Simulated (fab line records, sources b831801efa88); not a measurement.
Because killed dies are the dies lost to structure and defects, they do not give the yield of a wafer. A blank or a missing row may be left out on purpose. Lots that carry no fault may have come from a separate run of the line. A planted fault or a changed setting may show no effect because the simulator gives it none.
fab line records	flow sky130
record lots=7	wafers=21	last_day=50
route steps=708 shown METAL4@627 VIA4@639 PAD_OPEN@708
lots untouched by any fault: they come from a run of this same line in which no faults occurred
start_h: the number of hours between the record's first day and the start of the first shown wafer of the lot	wait_h: how many hours have passed since the lot's step before this one	" identical to the entry in the row above	L1.1+2: a single row standing in for several wafers	- value missing, or start not given	* or withheld: withheld	< > ~ a bound
route shown NAME@n: names a module that has steps shown in the file, with the first one's number in the route	usual: average and standard deviation across the fault-free wafers	same: alike in all rows	chamber/n: place in a boat	sites: each site's reading	_std_site: standard deviation of those values	_edge_site: outer sites' mean less inner sites'	radius_mm: for every site, how far away it sits from the centre of the wafer	mask NAME#n: copy n	behind: the last tool/chamber to shape the wafer	hold: what put the lot on hold/how long, in hours/how the hold closed	device: whichever transistor did not switch (one of n, p or np)	end of line: tests run on the same wafers once the route is complete	a step given without rows: its recipe and nothing more	killed: at the first sort, the dies lost to defects and structure; wafer yield is something else	map: a wafer's dies, x killed, . not, _ none there
set.NAME: the setting as run; set.NAME@STEP: as run at that earlier step	model.NAME: the simulator's own value behind a step, which no gauge read
lots at selected steps of the route; one table per step, one row per wafer
services: a tool's chamber out of use, with start hour (start_h, from the record's first day; less than 0 if before it), hours out, and reason
## steps
# step SKY_METAL4_PEB_11
# recipe peb_temp_c=withheld	peb_time_s=withheld	resist=KrF-thick
# step SKY_METAL4_DEVELOP_12
# recipe develop_time_s=60	resist=KrF-thick	dev_temp_c=21
# step SKY_METAL4_CD_MEAS_13
# recipe target_cd_nm=300
# usual cd_nm=299.6/1.6
lot.wafer	tool	chamber	start_h	wait_h	cd_nm
L327.1	cd_sem-02	-	981.85	-	300.2
L327.2	"	-	"	"	299.0
L327.4	"	-	"	"	300.5
L333.1	cd_sem-01	-	1025.80	-	301.0
L333.4	"	-	"	"	300.0
L333.5	"	-	"	"	301.0
L341.1	cd_sem-01	-	1073.75	-	299.0
L341.3	"	-	"	"	299.0
L341.6	"	-	"	"	299.2
L342.2	cd_sem-02	-	1084.10	-	298.6
L342.3	"	-	"	"	298.1
L342.4	"	-	"	"	298.2
L343.2	cd_sem-01	-	1091.00	-	302.1
L343.3	"	-	"	"	301.8
L343.4	"	-	"	"	302.2
L347.1	cd_sem-02	-	1108.73	-	299.4
L347.3	"	-	"	"	300.7
L347.4	"	-	"	"	300.2
L349.1	cd_sem-01	-	1122.98	-	301.2
L349.4	"	-	"	"	300.3
L349.5	"	-	"	"	302.5
# step SKY_METAL4_OVL_MEAS_14
# usual METAL4_OVL=-2/5.2
lot.wafer	tool	chamber	start_h	wait_h	METAL4_OVL[nm]
L327.1	overlay-02	-	981.97	0.1	3
L327.2	"	-	"	"	0
L327.4	"	-	"	"	-7
L333.1	overlay-01	-	1025.92	0.1	-7
L333.4	"	-	"	"	-14
L333.5	"	-	"	"	-2
L341.1	overlay-02	-	1073.87	0.1	-10
L341.3	"	-	"	"	-4
L341.6	"	-	"	"	-12
L342.2	overlay-01	-	1084.21	0.1	-8
L342.3	"	-	"	"	0
L342.4	"	-	"	"	-2
L343.2	overlay-02	-	1091.11	0.1	-1
L343.3	"	-	"	"	2
L343.4	"	-	"	"	-9
L347.1	overlay-02	-	1108.85	0.1	-11
L347.3	"	-	"	"	-4
L347.4	"	-	"	"	-13
L349.1	overlay-02	-	1123.10	0.1	-4
L349.4	"	-	"	"	-2
L349.5	"	-	"	"	4
# step SKY_METAL4_DESCUM_15
# recipe chemistry=O2	source_power_w=150	bias_power_w=0	pressure_mtorr=10	temp_c=40	time_s=8
# usual drypump_motor_current_A=5.8/0.32	oes_product_au=1.002/0.0096
lot.wafer	tool	chamber	start_h	wait_h	drypump_motor_current_A	oes_product_au	rf_hours_counter_h
L327.1	rie_metal-01	0	982.01	0.0	5.7	0.999	20
L327.2	"	1	"	"	5.4	0.988	15
L327.4	"	1	"	"	5.5	0.992	-
L333.1	rie_metal-01	0	1025.96	0.0	5.7	1.005	24
L333.4	"	0	"	"	5.7	0.997	-
L333.5	"	0	"	"	5.7	1.003	-
L341.1	rie_metal-02	0	1073.91	0.0	5.5	0.999	13
L341.3	"	0	"	"	5.5	1.004	-
L341.6	"	1	"	"	5.9	1.015	-
L342.2	rie_metal-02	1	1084.24	0.0	5.8	1.014	22
L342.3	"	1	"	"	5.8	1.009	-
L342.4	"	0	"	"	5.4	0.985	-
L343.2	rie_metal-01	0	1091.14	0.0	5.7	1.015	3
L343.3	"	1	"	"	5.5	1.003	-
L343.4	"	0	"	"	5.7	1.011	-
L347.1	rie_metal-01	1	1108.89	0.0	5.4	1.007	23
L347.3	"	1	"	"	5.5	1.003	-
L347.4	"	0	"	"	5.7	1.003	-
L349.1	rie_metal-03	1	1123.14	0.0	5.8	0.993	13
L349.4	"	1	"	"	5.8	0.998	-
L349.5	"	0	"	"	6.4	0.990	-
# step SKY_METAL4_ETCH_16
# recipe chemistry=N2/H2	target=BARC	ion_energy_ev=200	bias_w=100	pressure_mtorr=30	n2_flow_sccm=100	h2_flow_sccm=200	icp_w=500	stop_on=SiO2	time_s=88.2	target_depth_a=600
# usual drypump_motor_current_A=5.8/0.31	oes_product_au=0.626/0.0051	throttle_valve_pct=13.205/0.0089
lot.wafer	tool	chamber	start_h	wait_h	drypump_motor_current_A	oes_product_au	rf_hours_counter_h	throttle_valve_pct
L327.1	rie_metal-01	0	982.04	0.0	5.7	0.621	20	13.203
L327.2	"	1	"	"	5.5	0.629	15	13.212
L327.4	"	1	"	"	5.5	0.632	-	13.208
L333.1	rie_metal-01	0	1026.02	0.1	5.7	0.625	24	13.211
L333.4	"	0	"	"	5.7	0.612	-	13.196
L333.5	"	0	"	"	5.7	0.629	-	13.207
L341.1	rie_metal-02	0	1073.94	0.0	5.4	0.626	13	13.214
L341.3	"	0	"	"	5.4	0.629	-	13.223
L341.6	"	1	"	"	5.8	0.638	-	13.192
L342.2	rie_metal-02	1	1084.27	0.0	5.8	0.631	22	13.200
L342.3	"	1	"	"	5.8	0.625	-	13.202
L342.4	"	0	"	"	5.5	0.612	-	13.197
L343.2	rie_metal-01	0	1091.17	0.0	5.7	0.617	3	13.204
L343.3	"	1	"	"	5.5	0.625	-	13.198
L343.4	"	0	"	"	5.7	0.631	-	13.212
L347.1	rie_metal-01	1	1108.92	0.0	5.5	0.629	23	13.188
L347.3	"	1	"	"	5.5	0.626	-	13.196
L347.4	"	0	"	"	5.7	0.619	-	13.209
L349.1	rie_metal-03	1	1123.17	0.0	5.8	0.623	13	13.197
L349.4	"	1	"	"	5.8	0.618	-	13.204
L349.5	"	0	"	"	6.4	0.638	-	13.203
# step SKY_METAL4_ETCH_17
# recipe target=SiO2	stop_on=TiN	chemistry=C4F8/O2/Ar	source_w=1500	bias_w=1200	pressure_mtorr=40	c4f8_flow_sccm=withheld	O2_flow_sccm=6	Ar_flow_sccm=300	time_s=3.9	target_depth_a=150
# usual oes_product_au=0.754/0.0064
lot.wafer	tool	chamber	start_h	wait_h	oes_product_au	rf_hours_counter_h
L327.1	rie_diel-04	3	982.14	0.1	0.752	10
L327.2	"	0	"	"	0.751	8
L327.4	"	3	"	"	0.756	-
L333.1	rie_diel-02	2	1026.22	0.2	0.753	19
L333.4	"	0	"	"	0.743	9
L333.5	"	1	"	"	0.756	-
L341.1	rie_diel-02	2	1074.04	0.1	0.761	21
L341.3	"	0	"	"	0.764	10
L341.6	"	0	"	"	0.761	-
L342.2	rie_diel-04	0	1084.37	0.1	0.746	11
L342.3	"	3	"	"	0.741	14
L342.4	"	1	"	"	0.760	9
L343.2	rie_diel-04	0	1091.27	0.1	0.743	11
L343.3	"	1	"	"	0.757	9
L343.4	"	3	"	"	0.756	14
L347.1	rie_diel-02	3	1109.02	0.1	0.750	17
L347.3	"	0	"	"	0.754	12
L347.4	"	1	"	"	0.759	20
L349.1	rie_diel-02	2	1123.27	0.1	0.764	23
L349.4	"	0	"	"	0.759	12
L349.5	"	3	"	"	0.750	-
# step SKY_METAL4_METAL_ETCH_18
# recipe target_depth_a=8450	stop_on=SiO2	over_etch_frac=0.3	time_s=183.1	chemistry=Cl2/BCl3	resist_sidewall_deg=88	pressure_mtorr=10	icp_w=900	bias_w=48.5	Cl2_flow_sccm=60	bcl3_flow_sccm=30
# usual drypump_motor_current_A=5.8/0.33	mfc_cl2_sccm=60.01/0.19	oes_product_au=0.864/0.0056	throttle_valve_pct=22.264/0.0086
lot.wafer	tool	chamber	start_h	wait_h	drypump_motor_current_A	mfc_cl2_sccm	oes_product_au	rf_hours_counter_h	throttle_valve_pct
L327.1	rie_metal-02	1	982.17	0.0	5.8	59.93	0.861	15	22.274
L327.2	"	0	"	"	5.5	60.30	0.866	6	22.261
L327.4	"	0	"	"	5.5	60.22	0.863	-	22.256
L333.1	rie_metal-02	0	1026.24	0.0	5.5	59.91	0.864	9	22.258
L333.4	"	0	"	"	5.5	60.08	0.877	-	22.267
L333.5	"	0	"	"	5.5	60.05	0.869	-	22.243
L341.1	rie_metal-03	1	1074.06	0.0	5.8	59.78	0.866	9	22.281
L341.3	"	1	"	"	5.8	59.95	0.864	-	22.264
L341.6	"	0	"	"	6.4	60.20	0.863	-	22.268
L342.2	rie_metal-03	1	1084.39	0.0	5.8	59.96	0.861	10	22.263
L342.3	"	1	"	"	5.8	59.75	0.855	-	22.276
L342.4	"	0	"	"	6.4	60.08	0.868	-	22.270
L343.2	rie_metal-03	1	1091.29	0.0	5.8	60.21	0.860	11	22.253
L343.3	"	0	"	"	6.4	59.85	0.866	-	22.278
L343.4	"	1	"	"	5.8	60.33	0.867	-	22.273
L347.1	rie_metal-03	0	1109.04	0.0	6.4	60.21	0.861	8	22.255
L347.3	"	1	"	"	5.8	59.82	0.856	-	22.266
L347.4	"	0	"	"	6.4	60.21	0.859	-	22.269
L349.1	rie_metal-02	0	1123.29	0.0	5.4	59.94	0.865	17	22.260
L349.4	"	0	"	"	5.4	59.88	0.860	-	22.266
L349.5	"	1	"	"	5.8	59.81	0.862	-	22.256
# step SKY_METAL4_STRIP_19
# recipe chemistry=O2/N2	power_w=1400	pressure_mtorr=1500	platen_temp_c=withheld	o2_flow_sccm=3000	n2_flow_sccm=300	overash_fraction=0.5
# usual drypump_motor_current_A=5.7/0.32	oes_product_au=0.503/0.0061	strip_time_to_endpoint_s=6.54/0.1
lot.wafer	tool	chamber	start_h	wait_h	drypump_motor_current_A	oes_product_au	rf_hours_counter_h	strip_time_to_endpoint_s
L327.1	plasma_asher-03	0	982.35	0.1	5.9	0.504	80	6.44
L327.2	"	1	"	"	5.2	0.503	80	6.64
L327.4	"	0	"	"	5.9	0.510	-	6.63
L333.1	plasma_asher-04	0	1026.42	0.1	5.7	0.514	29	6.65
L333.4	"	1	"	"	6.2	0.506	-	6.67
L333.5	"	0	"	"	5.6	0.508	-	6.67
L341.1	plasma_asher-03	1	1074.24	0.1	5.3	0.494	89	6.38
L341.3	"	0	"	"	5.9	0.494	-	6.44
L341.6	"	0	"	"	5.9	0.503	-	6.54
L342.2	plasma_asher-04	0	1084.57	0.1	5.6	0.506	35	6.51
L342.3	"	0	"	"	5.7	0.495	-	6.44
L342.4	"	1	"	"	6.1	0.513	-	6.54
L343.2	plasma_asher-04	1	1091.47	0.1	6.1	0.500	36	6.49
L343.3	"	1	"	"	6.1	0.508	-	6.60
L343.4	"	0	"	"	5.7	0.495	-	6.41
L347.1	plasma_asher-04	0	1109.22	0.1	5.7	0.504	38	6.64
L347.3	"	0	"	"	5.7	0.506	-	6.51
L347.4	"	1	"	"	6.2	0.506	-	6.69
L349.1	plasma_asher-03	0	1123.47	0.1	5.9	0.490	94	6.55
L349.4	"	0	"	"	5.9	0.501	-	6.56
L349.5	"	0	"	"	5.9	0.495	-	6.34
# step SKY_METAL4_STRIP_20
# recipe chemistry=post_etch_residue_remover	time_s=1200	temp_c=72.5
# step SKY_METAL4_CLEAN_21
# recipe chemistry=IPA	time_s=180	temp_c=25
# step SKY_METAL4_CLEAN_22
# recipe chemistry=O3/DIW	dry=n2_spin
# step SKY_VIA4_HDPCVD_00
# recipe material=SiO2	target_thk_nm=1750	sigma_open_frac=0.3	time_s=291.7	temp_c=400	sih4_flow_sccm=60	pressure_mtorr=6
# usual pressure_mtorr=6.001/0.012	run_length_s=319.6/0.6	sih4_flow_sccm=60.00/0.18
lot.wafer	tool	chamber	start_h	wait_h	pressure_mtorr	run_length_s	sih4_flow_sccm
L327.1	hdpcvd-02	0	983.01	0.0	6.006	320.7	59.88
L327.2	"	2	"	"	6.014	319.7	60.27
L327.4	"	2	"	"	6.013	320.1	60.16
L333.1	hdpcvd-01	1	1027.19	0.0	6.003	319.2	60.11
L333.4	"	2	"	"	6.026	319.7	60.14
L333.5	"	1	"	"	6.004	319.4	59.98
L341.1	hdpcvd-02	1	1074.83	0.0	-	-	-
L341.3	"	0	"	"	-	-	-
L341.6	"	2	"	"	-	-	-
L342.2	hdpcvd-02	1	1085.17	0.0	-	-	-
L342.3	"	2	"	"	-	-	-
L342.4	"	1	"	"	-	-	-
L343.2	hdpcvd-02	2	1092.06	0.0	-	-	-
L343.3	"	1	"	"	-	-	-
L343.4	"	0	"	"	-	-	-
L347.1	hdpcvd-01	1	1109.82	0.0	6.001	319.1	60.11
L347.3	"	2	"	"	6.011	320.0	59.89
L347.4	"	0	"	"	5.993	318.4	59.85
L349.1	hdpcvd-02	0	1124.06	0.0	6.005	320.2	59.94
L349.4	"	1	"	"	6.011	319.7	59.77
L349.5	"	2	"	"	5.997	320.3	60.13
# step SKY_PAD_OPEN_PROBE_99
# usual defect_limited_yield=82.8/1.8	killed_at_M0_to_M3=43/6.3	killed_at_M4_up=3.1/1.9	killed_at_contacts=24/5.1	killed_at_front_end=14/4.3	killed_at_other=0.3/0.53	killed_dies=85/8.8	killed_open=46/7.1	killed_short=38/5.9	sort_bin_3_pad_short=0.8/0.41	sort_bin_5_function=10.4/1.5	sort_bin_6_memory=6.1/1.1	sort_n_pass=407/8.8	sort_yield_pct=82.8/1.8
# same gross_dies=492	killed_at_back_side=0	sort_bin_4_leakage[%]=0	sort_bin_8_speed[%]=0
lot.wafer	tool	chamber	start_h	wait_h	defect_limited_yield[%]	killed_at_M0_to_M3	killed_at_M4_up	killed_at_contacts	killed_at_front_end	killed_at_other	killed_dies	killed_open	killed_short	sort_bin_3_pad_short[%]	sort_bin_5_function[%]	sort_bin_6_memory[%]	sort_n_pass	sort_yield_pct[%]
L333.1	prober-02	-	1118.47	0.1	80.9	56	8	21	9	0	94	49	45	1.4	12.0	5.7	398	80.9
L333.4	prober-02	-	1118.62	0.2	82.3	49	4	27	6	1	87	44	43	0.8	11.0	5.9	405	82.3
L333.5	prober-02	-	1118.67	0.2	79.9	55	5	27	11	1	99	63	36	1.6	12.0	6.5	393	79.9
L347.1	prober-02	-	1187.90	0.1	81.9	41	4	31	13	0	89	40	49	1.0	11.2	5.9	403	81.9
L347.3	prober-02	-	1188.00	0.2	80.9	52	2	30	10	0	94	47	46	1.4	8.7	8.9	398	80.9
L347.4	prober-02	-	1188.05	0.2	81.9	50	3	21	14	1	89	54	34	0.6	11.2	6.3	403	81.9
L349.1	prober-01	-	1198.62	0.1	82.9	41	3	27	13	0	84	53	31	0.8	9.3	6.9	408	82.9
L349.4	prober-01	-	1198.77	0.2	81.9	42	5	20	22	0	89	49	40	0.6	10.4	7.1	403	81.9
L349.5	prober-01	-	1198.82	0.2	81.7	50	4	16	20	0	90	46	44	1.2	10.8	6.3	402	81.7
# killed by level:class
L333.1 VIA1:geometric_particle:open=13 CONTACT:geometric_particle:open=11 METAL1:geometric_particle:short=9 METAL4:geometric_particle:short=7 VIA1:geometric_particle:short=6 VIA2:geometric_particle:open=5 VIA3:geometric_particle:open=5 LOCAL_INTERCONNECT:geometric_particle:short=4
L333.4 VIA1:geometric_particle:open=13 CONTACT:geometric_particle:open=11 METAL2:geometric_particle:short=10 CONTACT:geometric_particle:short=6 VIA2:geometric_particle:open=6 METAL1:geometric_particle:short=5 VIA1:geometric_particle:short=5 LI_CONTACT:geometric_particle:open=4
L333.5 VIA1:geometric_particle:open=20 LI_CONTACT:geometric_particle:open=8 CONTACT:geometric_particle:open=7 VIA3:geometric_particle:open=6 METAL1:geometric_particle:short=5 VIA1:geometric_particle:short=5 METAL2:geometric_particle:short=5 FIELD_ISO:geometric_particle:open=4
L347.1 CONTACT:geometric_particle:open=12 METAL1:geometric_particle:short=9 CONTACT:geometric_particle:short=7 LI_CONTACT:geometric_particle:open=6 VIA3:geometric_particle:short=5 POLY_GATE:geometric_particle:short=4 LOCAL_INTERCONNECT:geometric_particle:short=4 VIA1:geometric_particle:short=4
L347.3 CONTACT:geometric_particle:open=10 METAL1:geometric_particle:short=10 VIA1:geometric_particle:open=10 LI_CONTACT:geometric_particle:open=7 METAL2:geometric_particle:short=6 VIA3:geometric_particle:open=6 LI_CONTACT:geometric_particle:short=5 LOCAL_INTERCONNECT:geometric_particle:short=5
L347.4 CONTACT:geometric_particle:open=9 METAL2:geometric_particle:short=9 VIA2:geometric_particle:open=8 VIA3:geometric_particle:open=8 LI_CONTACT:geometric_particle:open=7 VIA1:geometric_particle:open=7 FIELD_ISO:geometric_particle:open=6 VIA2:geometric_particle:short=5
L349.1 CONTACT:geometric_particle:open=11 VIA1:geometric_particle:open=11 LI_CONTACT:geometric_particle:open=8 VIA2:geometric_particle:open=8 VIA3:geometric_particle:open=7 FIELD_ISO:geometric_particle:open=4 FIELD_ISO:geometric_particle:short=4 CONTACT:geometric_particle:short=4
L349.4 VIA1:geometric_particle:open=11 LI_CONTACT:geometric_particle:open=10 FIELD_ISO:geometric_particle:short=7 VIA1:geometric_particle:short=6 FIELD_ISO:geometric_particle:open=5 POLY_GATE:geometric_particle:open=5 CONTACT:geometric_particle:open=4 METAL1:geometric_particle:short=4
L349.5 VIA1:geometric_particle:open=10 FIELD_ISO:geometric_particle:open=9 VIA3:geometric_particle:open=9 CONTACT:geometric_particle:open=6 VIA3:geometric_particle:short=5 FIELD_ISO:geometric_particle:short=5 VIA2:geometric_particle:open=5 VIA2:geometric_particle:short=5
## services
tool	chamber	start_h	hours	kind
rie_diel-04	2	961.79	48.2	repair
rie_metal-03	0	964.17	-	clean
rie_metal-03	0	964.17	30.7	scheduled_down
rie_metal-03	0	964.17	30.7	vent_cycle
hdpcvd-02	0	965.25	-	clean
hdpcvd-02	1	965.25	-	clean
rie_diel-04	1	975.80	12.0	repair
rie_diel-02	-	1001.26	2.8	pm
hdpcvd-01	1	1012.48	8.9	repair
rie_diel-04	2	1013.74	34.3	repair
rie_metal-01	1	1014.26	18.6	repair
hdpcvd-02	-	1021.71	0.3	repair
rie_metal-03	-	1028.15	1.4	pm
rie_metal-01	0	1032.87	-	clean
rie_metal-01	0	1032.87	17.1	scheduled_down
rie_metal-01	0	1032.87	17.1	vent_cycle
rie_metal-01	-	1034.88	1.8	repair
rie_diel-04	-	1035.13	28.1	pm
rie_metal-02	-	1067.82	0.2	repair
rie_diel-04	-	1074.03	0.4	repair
hdpcvd-02	-	1075.82	0.4	repair
rie_diel-02	3	1078.38	1.7	repair
rie_diel-02	3	1086.09	7.0	repair
rie_diel-04	0	1114.26	8.1	repair
## key
first_sign step=SKY_VIA4_HDPCVD_00	reading=tool_record	direction=missing
effect none on later readings
met_at SKY_VIA4_HDPCVD_00
struck_wafers L341.1,L341.3,L341.6,L342.2,L342.3,L342.4,L343.2,L343.3,L343.4
scrapped_behind SKY_VIA4_THK_MEAS_01 L341.1,L341.3,L341.6,L342.2,L342.3,L342.4,L343.2,L343.3,L343.4
onset_between 983.01 1074.83
fault kind=skipped_step_whole	tool=hdpcvd-02	chamber=-	onset_h=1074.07	steps=SKY_VIA4_HDPCVD_00	scope=struck_lots_only
